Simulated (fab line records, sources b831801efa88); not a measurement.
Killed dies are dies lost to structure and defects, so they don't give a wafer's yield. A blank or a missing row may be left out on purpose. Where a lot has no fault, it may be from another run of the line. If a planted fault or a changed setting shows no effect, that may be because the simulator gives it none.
Which tool did it? || flow gf180mcu || 14 lots with 42 wafers sampled at 7 steps, on a route of 602 steps

## WHAT THE GAUGES SHOWED, per wafer
GF_HV_LDD_OVL_MEAS_08. Usual: HV_LDD_OVL gives -0.5 nm (standard deviation 1.3).
{"lot": "L871", "measured": "day 9 06:46", "on": "overlay-01", "HV_LDD_OVL (nm)": "-0.9 1.7 -0.4", "flag": ""}
{"lot": "L872", "measured": "day 9 13:16", "on": "overlay-02", "HV_LDD_OVL (nm)": "-2.0 -0.7 -1.6", "flag": ""}
{"lot": "L873", "measured": "day 10 03:02", "on": "overlay-02", "HV_LDD_OVL (nm)": "-1.5 -1.7 0.9", "flag": ""}
{"lot": "L874", "measured": "day 10 04:22", "on": "overlay-02", "HV_LDD_OVL (nm)": "-0.7 -2.2 -2.5", "flag": ""}
{"lot": "L875", "measured": "day 10 12:20", "on": "overlay-02", "HV_LDD_OVL (nm)": "-1.0 2.8 0.4", "flag": ""}
{"lot": "L878", "measured": "day 13 04:16", "on": "overlay-01", "HV_LDD_OVL (nm)": "-1.4 0.2 -0.1", "flag": ""}
{"lot": "L879", "measured": "day 13 07:28", "on": "overlay-02", "HV_LDD_OVL (nm)": "-0.1 0.5 1.7", "flag": ""}
{"lot": "L881", "measured": "day 13 07:52", "on": "overlay-02", "HV_LDD_OVL (nm)": "-0.5 -0.2 -0.9", "flag": ""}
{"lot": "L880", "measured": "day 13 10:07", "on": "overlay-01", "HV_LDD_OVL (nm)": "0.3 -1.4 -1.1", "flag": ""}
{"lot": "L882", "measured": "day 13 11:43", "on": "overlay-01", "HV_LDD_OVL (nm)": "-0.5 -1.4 -2.3", "flag": ""}
{"lot": "L883", "measured": "day 13 11:50", "on": "overlay-02", "HV_LDD_OVL (nm)": "-0.7 -0.3 -0.4", "flag": ""}
{"lot": "L885", "measured": "day 14 18:40", "on": "overlay-02", "HV_LDD_OVL (nm)": "-1.9 -0.9 -1.7", "flag": ""}
{"lot": "L894", "measured": "day 17 13:25", "on": "overlay-01", "HV_LDD_OVL (nm)": "-0.1 -2.7 -0.8", "flag": ""}
{"lot": "L893", "measured": "day 17 13:43", "on": "overlay-02", "HV_LDD_OVL (nm)": "-2.4 -0.4 -1.2", "flag": ""}

GF_HV_LDD_OVL_MEAS_20. Usual: HV_LDD_01_OVL gives -1.5 nm (standard deviation 1.4).
{"lot": "L871", "measured": "day 10 01:04", "on": "overlay-02", "HV_LDD_01_OVL (nm)": "-1.4 -2.8 -1.6", "flag": ""}
{"lot": "L872", "measured": "day 10 07:25", "on": "overlay-02", "HV_LDD_01_OVL (nm)": "-2.6 -1.9 -3.3", "flag": ""}
{"lot": "L873", "measured": "day 10 22:25", "on": "overlay-01", "HV_LDD_01_OVL (nm)": "1.0 2.6 -0.2", "flag": ""}
{"lot": "L874", "measured": "day 10 23:22", "on": "overlay-02", "HV_LDD_01_OVL (nm)": "-2.2 -3.2 -2.3", "flag": ""}
{"lot": "L875", "measured": "day 11 06:55", "on": "overlay-02", "HV_LDD_01_OVL (nm)": "-0.7 -1.6 -1.2", "flag": ""}
{"lot": "L878", "measured": "day 14 00:07", "on": "overlay-01", "HV_LDD_01_OVL (nm)": "-0.4 -1.7 0.3", "flag": ""}
{"lot": "L879", "measured": "day 14 03:19", "on": "overlay-01", "HV_LDD_01_OVL (nm)": "-2.1 -1.2 -0.5", "flag": ""}
{"lot": "L881", "measured": "day 14 04:05", "on": "overlay-02", "HV_LDD_01_OVL (nm)": "-1.6 0.8 -2.8", "flag": ""}
{"lot": "L880", "measured": "day 14 06:08", "on": "overlay-01", "HV_LDD_01_OVL (nm)": "-1.0 -0.7 -0.5", "flag": ""}
{"lot": "L882", "measured": "day 14 07:55", "on": "overlay-01", "HV_LDD_01_OVL (nm)": "-0.2 -0.5 -1.2", "flag": ""}
{"lot": "L883", "measured": "day 14 08:13", "on": "overlay-02", "HV_LDD_01_OVL (nm)": "-4.6 -3.9 -3.7", "flag": ""}
{"lot": "L885", "measured": "day 15 16:49", "on": "overlay-02", "HV_LDD_01_OVL (nm)": "-2.3 -2.8 -4.1", "flag": ""}
{"lot": "L894", "measured": "day 18 13:22", "on": "overlay-01", "HV_LDD_01_OVL (nm)": "0.9 0.5 -0.3", "flag": ""}
{"lot": "L893", "measured": "day 18 14:10", "on": "overlay-02", "HV_LDD_01_OVL (nm)": "0.3 -0.6 -2.8", "flag": ""}

GF_HV_LDD_OVL_MEAS_47. Usual: HV_LDD_03_OVL gives -0.4 nm (standard deviation 1.4).
{"lot": "L871", "measured": "day 11 14:22", "on": "overlay-01", "HV_LDD_03_OVL (nm)": "0.4 -0.6 -1.5", "flag": ""}
{"lot": "L872", "measured": "day 11 21:22", "on": "overlay-01", "HV_LDD_03_OVL (nm)": "0.1 1.6 0.3", "flag": ""}
{"lot": "L873", "measured": "day 12 14:01", "on": "overlay-01", "HV_LDD_03_OVL (nm)": "0.5 0.3 0.1", "flag": ""}
{"lot": "L874", "measured": "day 12 15:50", "on": "overlay-02", "HV_LDD_03_OVL (nm)": "-2.6 -2.4 -2.4", "flag": ""}
{"lot": "L875", "measured": "day 12 22:07", "on": "overlay-01", "HV_LDD_03_OVL (nm)": "-0.3 0.4 -0.6", "flag": ""}
{"lot": "L878", "measured": "day 15 19:43", "on": "overlay-01", "HV_LDD_03_OVL (nm)": "-1.3 -3.0 -0.5", "flag": ""}
{"lot": "L879", "measured": "day 15 22:43", "on": "overlay-02", "HV_LDD_03_OVL (nm)": "-2.3 0.5 -1.5", "flag": ""}
{"lot": "L881", "measured": "day 15 23:22", "on": "overlay-02", "HV_LDD_03_OVL (nm)": "0.6 2.2 0.8", "flag": ""}
{"lot": "L880", "measured": "day 16 01:49", "on": "overlay-02", "HV_LDD_03_OVL (nm)": "-0.8 1.0 -1.1", "flag": ""}
{"lot": "L882", "measured": "day 16 02:43", "on": "overlay-02", "HV_LDD_03_OVL (nm)": "-0.8 -0.4 -0.7", "flag": ""}
{"lot": "L883", "measured": "day 16 02:46", "on": "overlay-01", "HV_LDD_03_OVL (nm)": "-1.0 0.7 0.2", "flag": ""}
{"lot": "L885", "measured": "day 17 14:22", "on": "overlay-02", "HV_LDD_03_OVL (nm)": "-1.6 -1.7 -1.2", "flag": ""}
{"lot": "L894", "measured": "day 20 14:55", "on": "overlay-02", "HV_LDD_03_OVL (nm)": "-0.5 0.8 -0.4", "flag": ""}
{"lot": "L893", "measured": "day 20 16:37", "on": "overlay-01", "HV_LDD_03_OVL (nm)": "1.5 0.4 0.7", "flag": ""}

GF_PSD_CD_MEAS_07: target cd 400 nm. Usual: cdNm 400.0 nm, standard deviation 2.2.
{"lot": "L871", "measured": "day 13 11:17", "on": "cdSem-02", "cdNm (nm)": "401.1 399.9 401.7", "flag": ""}
{"lot": "L872", "measured": "day 13 16:17", "on": "cdSem-02", "cdNm (nm)": "401.7 404.3 403.4", "flag": ""}
{"lot": "L873", "measured": "day 14 10:05", "on": "cdSem-01", "cdNm (nm)": "398.9 398.8 400.7", "flag": ""}
{"lot": "L874", "measured": "day 14 11:07", "on": "cdSem-01", "cdNm (nm)": "399.7 402.6 399.7", "flag": ""}
{"lot": "L875", "measured": "day 14 17:38", "on": "cdSem-01", "cdNm (nm)": "397.5 401.9 398.7", "flag": ""}
{"lot": "L878", "measured": "day 17 19:35", "on": "cdSem-02", "cdNm (nm)": "400.4 400.0 398.0", "flag": ""}
{"lot": "L879", "measured": "day 17 23:22", "on": "cdSem-01", "cdNm (nm)": "403.2 401.5 402.7", "flag": ""}
{"lot": "L881", "measured": "day 17 23:22", "on": "cdSem-02", "cdNm (nm)": "399.2 400.7 400.6", "flag": ""}
{"lot": "L880", "measured": "day 18 03:04", "on": "cdSem-01", "cdNm (nm)": "396.5 400.2 398.4", "flag": ""}
{"lot": "L882", "measured": "day 18 04:44", "on": "cdSem-02", "cdNm (nm)": "397.9 396.5 395.1", "flag": ""}
{"lot": "L883", "measured": "day 18 04:53", "on": "cdSem-01", "cdNm (nm)": "403.0 401.7 404.6", "flag": ""}
{"lot": "L885", "measured": "day 19 18:16", "on": "cdSem-01", "cdNm (nm)": "400.0 398.6 398.3", "flag": ""}
{"lot": "L894", "measured": "day 22 18:56", "on": "cdSem-01", "cdNm (nm)": "- 402.8 -", "flag": ""}
{"lot": "L893", "measured": "day 22 19:32", "on": "cdSem-02", "cdNm (nm)": "- 400.7 -", "flag": ""}

GF_PSD_OVL_MEAS_08. Usual: PSD_OVL gives 0.1 nm (standard deviation 1.3).
{"lot": "L871", "measured": "day 13 11:25", "on": "overlay-01", "PSD_OVL (nm)": "-1.0 -0.3 -1.3", "flag": ""}
{"lot": "L872", "measured": "day 13 16:25", "on": "overlay-02", "PSD_OVL (nm)": "0.5 -0.4 0.0", "flag": ""}
{"lot": "L873", "measured": "day 14 10:12", "on": "overlay-02", "PSD_OVL (nm)": "-0.2 1.2 0.0", "flag": ""}
{"lot": "L874", "measured": "day 14 11:13", "on": "overlay-01", "PSD_OVL (nm)": "0.6 1.7 0.0", "flag": ""}
{"lot": "L875", "measured": "day 14 17:45", "on": "overlay-02", "PSD_OVL (nm)": "-0.6 -0.2 1.4", "flag": ""}
{"lot": "L878", "measured": "day 17 19:42", "on": "overlay-01", "PSD_OVL (nm)": "-0.8 -1.8 0.0", "flag": ""}
{"lot": "L879", "measured": "day 17 23:27", "on": "overlay-01", "PSD_OVL (nm)": "-0.3 -0.6 1.0", "flag": ""}
{"lot": "L881", "measured": "day 17 23:28", "on": "overlay-02", "PSD_OVL (nm)": "0.7 2.5 0.7", "flag": ""}
{"lot": "L880", "measured": "day 18 03:11", "on": "overlay-01", "PSD_OVL (nm)": "-0.6 0.2 0.8", "flag": ""}
{"lot": "L882", "measured": "day 18 04:52", "on": "overlay-01", "PSD_OVL (nm)": "0.1 2.3 1.1", "flag": ""}
{"lot": "L883", "measured": "day 18 05:00", "on": "overlay-02", "PSD_OVL (nm)": "-1.0 1.0 -0.6", "flag": ""}
{"lot": "L885", "measured": "day 19 18:23", "on": "overlay-01", "PSD_OVL (nm)": "1.6 -1.5 0.3", "flag": ""}
{"lot": "L894", "measured": "day 22 19:03", "on": "overlay-02", "PSD_OVL (nm)": "- -0.9 -", "flag": ""}
{"lot": "L893", "measured": "day 22 19:39", "on": "overlay-01", "PSD_OVL (nm)": "- 0.1 -", "flag": ""}

GF_PSD_TW_MEAS_11. Usual: PSD_TW gives 3168 (standard deviation 22).
{"lot": "L871", "measured": "day 13 11:41", "on": "filmMetro-02", "PSD_TW": "3163 3138 3137", "flag": ""}
{"lot": "L872", "measured": "day 13 16:41", "on": "filmMetro-02", "PSD_TW": "3151 3138 3147", "flag": ""}
{"lot": "L873", "measured": "day 14 10:29", "on": "filmMetro-02", "PSD_TW": "3140 3171 3129", "flag": ""}
{"lot": "L874", "measured": "day 14 11:30", "on": "filmMetro-01", "PSD_TW": "3174 3166 3180", "flag": ""}
{"lot": "L875", "measured": "day 14 18:02", "on": "filmMetro-04", "PSD_TW": "3207 3202 3207", "flag": ""}
{"lot": "L878", "measured": "day 17 19:59", "on": "filmMetro-01", "PSD_TW": "3182 3176 3181", "flag": ""}
{"lot": "L879", "measured": "day 17 23:45", "on": "filmMetro-01", "PSD_TW": "3156 3199 3178", "flag": ""}
{"lot": "L881", "measured": "day 17 23:45", "on": "filmMetro-04", "PSD_TW": "3194 3230 3211", "flag": ""}
{"lot": "L880", "measured": "day 18 03:29", "on": "filmMetro-02", "PSD_TW": "3172 3161 3150", "flag": ""}
{"lot": "L882", "measured": "day 18 05:08", "on": "filmMetro-02", "PSD_TW": "3161 3138 3135", "flag": ""}
{"lot": "L883", "measured": "day 18 05:17", "on": "filmMetro-01", "PSD_TW": "3179 3189 3172", "flag": ""}
{"lot": "L885", "measured": "day 19 18:41", "on": "filmMetro-02", "PSD_TW": "3183 3170 3172", "flag": ""}
{"lot": "L894", "measured": "day 22 19:20", "on": "filmMetro-01", "PSD_TW": "30 3149 30 30 3171 30", "flag": "OFF"}
{"lot": "L893", "measured": "day 22 19:56", "on": "filmMetro-01", "PSD_TW": "30 3153 30 30 3149 30", "flag": "OFF"}

## WHAT TOOL EACH LOT RAN ON (gives the tool, then ch and the chambers of the sampled wafers, and finally the start)
{"lot": "L871", "GF_PSD_DEVELOP_06": "lithoTrack-04 ch 0, day 13 11:08"}
{"lot": "L872", "GF_PSD_DEVELOP_06": "lithoTrack-04 ch 0, day 13 16:08"}
{"lot": "L873", "GF_PSD_DEVELOP_06": "lithoTrack-01 ch 0, day 14 09:57"}
{"lot": "L874", "GF_PSD_DEVELOP_06": "lithoTrack-03 ch 0, day 14 10:58"}
{"lot": "L875", "GF_PSD_DEVELOP_06": "lithoTrack-01 ch 0, day 14 17:30"}
{"lot": "L878", "GF_PSD_DEVELOP_06": "lithoTrack-04 ch 0, day 17 19:26"}
{"lot": "L879", "GF_PSD_DEVELOP_06": "lithoTrack-01 ch 0, day 17 23:13"}
{"lot": "L881", "GF_PSD_DEVELOP_06": "lithoTrack-03 ch 0, day 17 23:13"}
{"lot": "L880", "GF_PSD_DEVELOP_06": "lithoTrack-01 ch 0, day 18 02:55"}
{"lot": "L882", "GF_PSD_DEVELOP_06": "lithoTrack-03 ch 0, day 18 04:35"}
{"lot": "L883", "GF_PSD_DEVELOP_06": "lithoTrack-01 ch 0, day 18 04:45"}
{"lot": "L885", "GF_PSD_DEVELOP_06": "lithoTrack-01 ch 0, day 19 18:07"}
{"lot": "L894", "GF_PSD_DEVELOP_06": "lithoTrack-01 ch 0, day 22 18:47"}
{"lot": "L893", "GF_PSD_DEVELOP_06": "lithoTrack-01 ch 0, day 22 19:23"}
- GF_PSD_DEVELOP_06: develop time 60 s.

## AS READ BY THE TOOLS THEMSELVES (means over the sampled wafers that have a number; for cases with no such wafer, the mark the record gives instead)
The record holds no such reading with a usual standard deviation.

## THE ANSWER, worked out from the rows above alone
Rule: a lot is off if the mean of its wafers that have a number lies more than 3 standard deviations from the usual mean. Also off: a lot with no number at a reading for which 4 or more lots have one. Any other lot the step has rows for is counted as sound. The gauges are gone through in route order, then the tools' own readings, and for those a lot's mean is taken as printed above. The first step at which some lot is off is used, and at that step the reading that is off furthest; a lot without a number counts as furthest.
Off: at GF_PSD_TW_MEAS_11 (PSD_TW), L894, L893.
If a tool, at a process step before that reading, ran all the lots that are off and no sound lot after the first of them, it fits. Those tools and the gauges at GF_PSD_TW_MEAS_11 are tried in the same way. Can't be told from this: 2 tools fit, lithoTrack-01 at GF_PSD_DEVELOP_06, filmMetro-01 at GF_PSD_TW_MEAS_11.

## WHAT THE SIMULATOR PUT IN
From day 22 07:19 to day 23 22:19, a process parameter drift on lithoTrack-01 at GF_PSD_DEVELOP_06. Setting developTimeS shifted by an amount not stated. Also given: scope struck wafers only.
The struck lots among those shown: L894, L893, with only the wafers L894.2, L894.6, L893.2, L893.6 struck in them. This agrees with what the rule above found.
